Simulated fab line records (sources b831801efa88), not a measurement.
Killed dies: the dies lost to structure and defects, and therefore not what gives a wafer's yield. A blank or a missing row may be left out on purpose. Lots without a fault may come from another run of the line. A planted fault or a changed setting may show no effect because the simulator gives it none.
Which tool did it? / flow sky130 / Sampling: 13 lots, 39 wafers, 7 of 708 route steps

## WHAT THE GAUGES READ, wafer by wafer
SKY_LDD_N_OVL_MEAS_07. Usual: LDD_N_OVL 0.5 nm, standard deviation 1.3.
lot=L460; measured=day 17 19:51; on=overlay-01; LDD_N_OVL (nm)=1.5 3.3 2.5; flag=
lot=L461; measured=day 18 06:50; on=overlay-01; LDD_N_OVL (nm)=-1.5 -0.9 -0.8; flag=
lot=L462; measured=day 18 11:56; on=overlay-02; LDD_N_OVL (nm)=2.5 -0.8 0.8; flag=
lot=L463; measured=day 19 03:51; on=overlay-02; LDD_N_OVL (nm)=-0.8 -0.6 -1.1; flag=
lot=L464; measured=day 19 08:24; on=overlay-01; LDD_N_OVL (nm)=-1.1 -0.8 -0.2; flag=
lot=L465; measured=day 19 20:30; on=overlay-02; LDD_N_OVL (nm)=0.0 2.3 1.5; flag=
lot=L468; measured=day 21 14:53; on=overlay-01; LDD_N_OVL (nm)=-1.8 0.4 -0.7; flag=
lot=L469; measured=day 21 20:35; on=overlay-01; LDD_N_OVL (nm)=1.1 -1.5 0.9; flag=
lot=L470; measured=day 21 21:27; on=overlay-01; LDD_N_OVL (nm)=-0.5 -1.7 -1.5; flag=
lot=L477; measured=day 24 13:53; on=overlay-02; LDD_N_OVL (nm)=-0.9 -0.9 0.6; flag=
lot=L478; measured=day 24 18:15; on=overlay-02; LDD_N_OVL (nm)=2.4 1.2 1.6; flag=
lot=L480; measured=day 26 01:38; on=overlay-02; LDD_N_OVL (nm)=2.8 2.8 1.2; flag=
lot=L482; measured=day 26 16:47; on=overlay-01; LDD_N_OVL (nm)=0.5 -0.1 1.3; flag=

SKY_SD_P_CD_MEAS_07 targets a cd of 380 nm. Usual: 380.3 nm for cd-nm, sd 2.3.
lot=L460; measured=day 25 14:38; on=cd-sem-02; cd-nm (nm)=381.7 379.7 379.3; flag=
lot=L461; measured=day 26 00:50; on=cd-sem-01; cd-nm (nm)=380.4 380.1 382.7; flag=
lot=L462; measured=day 26 04:21; on=cd-sem-02; cd-nm (nm)=380.2 383.1 382.9; flag=
lot=L463; measured=day 26 21:02; on=cd-sem-02; cd-nm (nm)=375.1 376.6 376.2; flag=
lot=L464; measured=day 26 23:51; on=cd-sem-01; cd-nm (nm)=378.0 380.9 380.4; flag=
lot=L465; measured=day 27 11:16; on=cd-sem-01; cd-nm (nm)=378.1 379.0 378.4; flag=
lot=L468; measured=day 29 03:55; on=cd-sem-02; cd-nm (nm)=384.2 383.6 383.4; flag=
lot=L469; measured=day 29 08:52; on=cd-sem-01; cd-nm (nm)=378.0 376.9 379.1; flag=
lot=L470; measured=day 29 10:29; on=cd-sem-01; cd-nm (nm)=- - -; flag=OFF
lot=L477; measured=day 31 18:23; on=cd-sem-01; cd-nm (nm)=381.8 379.9 380.9; flag=
lot=L478; measured=day 31 22:50; on=cd-sem-02; cd-nm (nm)=376.6 375.6 378.1; flag=
lot=L480; measured=day 33 05:43; on=cd-sem-01; cd-nm (nm)=377.4 379.1 377.8; flag=
lot=L482; measured=day 33 21:35; on=cd-sem-01; cd-nm (nm)=379.4 380.8 380.1; flag=

SKY_SD_P_TW_MEAS_11. Usual: SD_P_TW 2792, standard deviation 38.
lot=L460; measured=day 25 15:01; on=film-metro-01; SD_P_TW=2730 2745 2745; flag=
lot=L461; measured=day 26 01:14; on=film-metro-01; SD_P_TW=2744 2747 2759; flag=
lot=L462; measured=day 26 04:44; on=film-metro-01; SD_P_TW=2760 2752 2743; flag=
lot=L463; measured=day 26 21:25; on=film-metro-01; SD_P_TW=2757 2741 2740; flag=
lot=L464; measured=day 27 00:14; on=film-metro-04; SD_P_TW=2798 2790 2792; flag=
lot=L465; measured=day 27 11:40; on=film-metro-02; SD_P_TW=2812 2826 2830; flag=
lot=L468; measured=day 29 04:18; on=film-metro-02; SD_P_TW=2844 2843 2848; flag=
lot=L469; measured=day 29 09:15; on=film-metro-04; SD_P_TW=2781 2792 2784; flag=
lot=L470; measured=day 29 10:52; on=film-metro-02; SD_P_TW=30 30 30; flag=OFF
lot=L477; measured=day 31 18:47; on=film-metro-02; SD_P_TW=2862 2828 2835; flag=
lot=L478; measured=day 31 23:13; on=film-metro-04; SD_P_TW=2819 2829 2809; flag=
lot=L480; measured=day 33 06:07; on=film-metro-04; SD_P_TW=2805 2805 2804; flag=
lot=L482; measured=day 33 21:59; on=film-metro-04; SD_P_TW=2822 2812 2816; flag=

SKY_RES_XHIGH_TW_MEAS_09. Usual: RES_XHIGH_TW 1620, standard deviation 22.
lot=L460; measured=day 26 19:59; on=film-metro-01; RES_XHIGH_TW=1581 1597 1589; flag=
lot=L461; measured=day 27 06:02; on=film-metro-02; RES_XHIGH_TW=1633 1636 1637; flag=
lot=L462; measured=day 27 09:48; on=film-metro-02; RES_XHIGH_TW=1639 1636 1630; flag=
lot=L463; measured=day 28 02:19; on=film-metro-04; RES_XHIGH_TW=1618 1619 1620; flag=
lot=L464; measured=day 28 05:27; on=film-metro-02; RES_XHIGH_TW=1624 1627 1630; flag=
lot=L465; measured=day 28 16:26; on=film-metro-02; RES_XHIGH_TW=1627 1626 1625; flag=
lot=L468; measured=day 30 08:14; on=film-metro-01; RES_XHIGH_TW=1590 1594 1588; flag=
lot=L469; measured=day 30 13:24; on=film-metro-02; RES_XHIGH_TW=1637 1633 1653; flag=
lot=L470; measured=day 30 14:15; on=film-metro-04; RES_XHIGH_TW=2865 2853 2849; flag=OFF
lot=L477; measured=day 32 21:37; on=film-metro-04; RES_XHIGH_TW=1609 1611 1613; flag=
lot=L478; measured=day 33 02:21; on=film-metro-02; RES_XHIGH_TW=1647 1650 1651; flag=
lot=L480; measured=day 34 07:51; on=film-metro-01; RES_XHIGH_TW=1587 1581 1581; flag=
lot=L482; measured=day 35 00:35; on=film-metro-02; RES_XHIGH_TW=1638 1634 1635; flag=

SKY_LI_CONTACT_OVL_MEAS_13. Usual: LI_CONTACT_OVL 3 nm, standard deviation 6.
lot=L460; measured=day 29 05:37; on=overlay-01; LI_CONTACT_OVL (nm)=6 8 6; flag=
lot=L461; measured=day 29 15:53; on=overlay-02; LI_CONTACT_OVL (nm)=11 0 6; flag=
lot=L462; measured=day 29 20:09; on=overlay-02; LI_CONTACT_OVL (nm)=7 8 11; flag=
lot=L463; measured=day 30 12:07; on=overlay-01; LI_CONTACT_OVL (nm)=3 6 -2; flag=
lot=L464; measured=day 30 14:01; on=overlay-02; LI_CONTACT_OVL (nm)=-2 -5 -4; flag=
lot=L465; measured=day 31 01:36; on=overlay-01; LI_CONTACT_OVL (nm)=-10 -10 -11; flag=
lot=L468; measured=day 32 16:10; on=overlay-02; LI_CONTACT_OVL (nm)=-5 -4 -3; flag=
lot=L469; measured=day 32 20:34; on=overlay-01; LI_CONTACT_OVL (nm)=1 -2 4; flag=
lot=L470; measured=day 32 22:09; on=overlay-02; LI_CONTACT_OVL (nm)=-7 -3 -3; flag=
lot=L477; measured=day 35 04:15; on=overlay-02; LI_CONTACT_OVL (nm)=-3 7 2; flag=
lot=L478; measured=day 35 09:00; on=overlay-02; LI_CONTACT_OVL (nm)=9 12 2; flag=
lot=L480; measured=day 36 13:22; on=overlay-02; LI_CONTACT_OVL (nm)=-5 -3 0; flag=
lot=L482; measured=day 37 07:10; on=overlay-01; LI_CONTACT_OVL (nm)=0 -3 7; flag=

## TOOL THAT RAN EACH LOT (tool first, then ch and the chambers of the sampled wafers, then the start)
lot=L460; SKY_POLY_CUT_ETCH_10=rie-diel-01 ch 0,2,3, day 24 08:57; SKY_SD_P_EXPOSE_04=iline-stepper-02 ch 0, day 24 23:29
lot=L461; SKY_POLY_CUT_ETCH_10=rie-diel-04 ch 0,1,2, day 24 19:08; SKY_SD_P_EXPOSE_04=iline-stepper-01 ch 0, day 25 09:59
lot=L462; SKY_POLY_CUT_ETCH_10=rie-diel-03 ch 0,2,3, day 24 23:00; SKY_SD_P_EXPOSE_04=iline-stepper-02 ch 0, day 25 13:34
lot=L463; SKY_POLY_CUT_ETCH_10=rie-diel-03 ch 0,1, day 25 15:44; SKY_SD_P_EXPOSE_04=iline-stepper-02 ch 0, day 26 06:36
lot=L464; SKY_POLY_CUT_ETCH_10=rie-diel-03 ch 0,2,3, day 25 18:32; SKY_SD_P_EXPOSE_04=iline-stepper-01 ch 0, day 26 09:16
lot=L465; SKY_POLY_CUT_ETCH_10=rie-diel-01 ch 2,3, day 26 06:29; SKY_SD_P_EXPOSE_04=iline-stepper-02 ch 0, day 26 21:11
lot=L468; SKY_POLY_CUT_ETCH_10=rie-diel-04 ch 1,2, day 27 23:29; SKY_SD_P_EXPOSE_04=iline-stepper-01 ch 0, day 28 14:11
lot=L469; SKY_POLY_CUT_ETCH_10=rie-diel-03 ch 2,3, day 28 05:11; SKY_SD_P_EXPOSE_04=iline-stepper-02 ch 0, day 28 19:17
lot=L470; SKY_POLY_CUT_ETCH_10=rie-diel-04 ch 0,1, day 28 06:08; SKY_SD_P_EXPOSE_04=iline-stepper-01 ch 0, day 28 20:42
lot=L477; SKY_POLY_CUT_ETCH_10=rie-diel-04 ch 1,2,3, day 30 16:11; SKY_SD_P_EXPOSE_04=iline-stepper-01 ch 0, day 31 05:09
lot=L478; SKY_POLY_CUT_ETCH_10=rie-diel-04 ch 0,2,3, day 30 20:47; SKY_SD_P_EXPOSE_04=iline-stepper-02 ch 0, day 31 09:26
lot=L480; SKY_POLY_CUT_ETCH_10=rie-diel-01 ch 1,3, day 32 02:20; SKY_SD_P_EXPOSE_04=iline-stepper-01 ch 0, day 32 16:34
lot=L482; SKY_POLY_CUT_ETCH_10=rie-diel-01 ch 1,3, day 32 18:38; SKY_SD_P_EXPOSE_04=iline-stepper-01 ch 0, day 33 08:07
- SKY_POLY_CUT_ETCH_10: etches BARC in N2/H2, stops on SiO2, time 45.9 s, target depth 60 nm.
- SKY_SD_P_EXPOSE_04: exposes mask PSDM, target cd 380 nm.

## WHAT THE TOOLS THEMSELVES READ (means of the sampled wafers that have a number; where no wafer has one, the mark that the record gives instead)
SKY_POLY_CUT_ETCH_10. Usual: drypump-motor-current-A 5.7 A, standard deviation 0.48; oes-product-au 0.854 a.u., standard deviation 0.0055; throttle-valve-pct 13.225 %, standard deviation 0.0087.
lot=L460; tool=rie-diel-01; drypump-motor-current-A (A)=6.0; oes-product-au (a.u.)=0.855; throttle-valve-pct (%)=13.226; flag=
lot=L461; tool=rie-diel-04; drypump-motor-current-A (A)=5.5; oes-product-au (a.u.)=0.853; throttle-valve-pct (%)=13.223; flag=
lot=L462; tool=rie-diel-03; drypump-motor-current-A (A)=5.5; oes-product-au (a.u.)=0.852; throttle-valve-pct (%)=13.222; flag=
lot=L463; tool=rie-diel-03; drypump-motor-current-A (A)=5.3; oes-product-au (a.u.)=0.857; throttle-valve-pct (%)=13.210; flag=
lot=L464; tool=rie-diel-03; drypump-motor-current-A (A)=5.5; oes-product-au (a.u.)=0.850; throttle-valve-pct (%)=13.230; flag=
lot=L465; tool=rie-diel-01; drypump-motor-current-A (A)=6.3; oes-product-au (a.u.)=0.859; throttle-valve-pct (%)=13.220; flag=
lot=L468; tool=rie-diel-04; drypump-motor-current-A (A)=5.4; oes-product-au (a.u.)=0.857; throttle-valve-pct (%)=13.224; flag=
lot=L469; tool=rie-diel-03; drypump-motor-current-A (A)=5.8; oes-product-au (a.u.)=0.854; throttle-valve-pct (%)=13.231; flag=
lot=L470; tool=rie-diel-04; drypump-motor-current-A (A)=5.4; oes-product-au (a.u.)=0.855; throttle-valve-pct (%)=13.222; flag=
lot=L477; tool=rie-diel-04; drypump-motor-current-A (A)=5.4; oes-product-au (a.u.)=0.860; throttle-valve-pct (%)=13.222; flag=
lot=L478; tool=rie-diel-04; drypump-motor-current-A (A)=5.4; oes-product-au (a.u.)=0.854; throttle-valve-pct (%)=13.228; flag=
lot=L480; tool=rie-diel-01; drypump-motor-current-A (A)=6.6; oes-product-au (a.u.)=0.852; throttle-valve-pct (%)=13.224; flag=
lot=L482; tool=rie-diel-01; drypump-motor-current-A (A)=6.5; oes-product-au (a.u.)=0.857; throttle-valve-pct (%)=13.229; flag=

SKY_SD_P_EXPOSE_04. Usual: 23.01 C for reticle-temp-C, sd 0.1.
lot=L460; tool=iline-stepper-02; reticle-temp-C (C)=22.97; flag=
lot=L461; tool=iline-stepper-01; reticle-temp-C (C)=22.96; flag=
lot=L462; tool=iline-stepper-02; reticle-temp-C (C)=23.04; flag=
lot=L463; tool=iline-stepper-02; reticle-temp-C (C)=23.07; flag=
lot=L464; tool=iline-stepper-01; reticle-temp-C (C)=23.07; flag=
lot=L465; tool=iline-stepper-02; reticle-temp-C (C)=23.08; flag=
lot=L468; tool=iline-stepper-01; reticle-temp-C (C)=22.90; flag=
lot=L469; tool=iline-stepper-02; reticle-temp-C (C)=22.80; flag=
lot=L470; tool=iline-stepper-01; reticle-temp-C (C)=23.01; flag=
lot=L477; tool=iline-stepper-01; reticle-temp-C (C)=23.07; flag=
lot=L478; tool=iline-stepper-02; reticle-temp-C (C)=22.91; flag=
lot=L480; tool=iline-stepper-01; reticle-temp-C (C)=23.07; flag=
lot=L482; tool=iline-stepper-01; reticle-temp-C (C)=23.16; flag=

## THE ANSWER, worked out from the rows above alone
Rule: a lot is off if the mean of its wafers that have a number lies more than 3 standard deviations from the usual mean. A lot without any number at a reading at which 4 lots or more have one is off too. Any other lot the step has rows for is counted as sound. After the gauges, taken in route order, come the tools' own readings; for these a lot's mean is taken, as printed above. At the first step where some lot is off, the reading lying furthest off is the one used; lots without a number count as furthest.
Off at SKY_SD_P_CD_MEAS_07 (cd-nm): L470. Without a number there: L470.
If a tool, at a process step before that reading, ran all the lots that are off and no sound lot after the first of them, it fits. Not tried: the gauges at SKY_SD_P_CD_MEAS_07; whatever is off there is also off at SKY_SD_P_TW_MEAS_11, on other tools, and gauge error can't account for it. None of those tried fits.

## WHAT HAD BEEN PUT IN BY THE SIMULATOR
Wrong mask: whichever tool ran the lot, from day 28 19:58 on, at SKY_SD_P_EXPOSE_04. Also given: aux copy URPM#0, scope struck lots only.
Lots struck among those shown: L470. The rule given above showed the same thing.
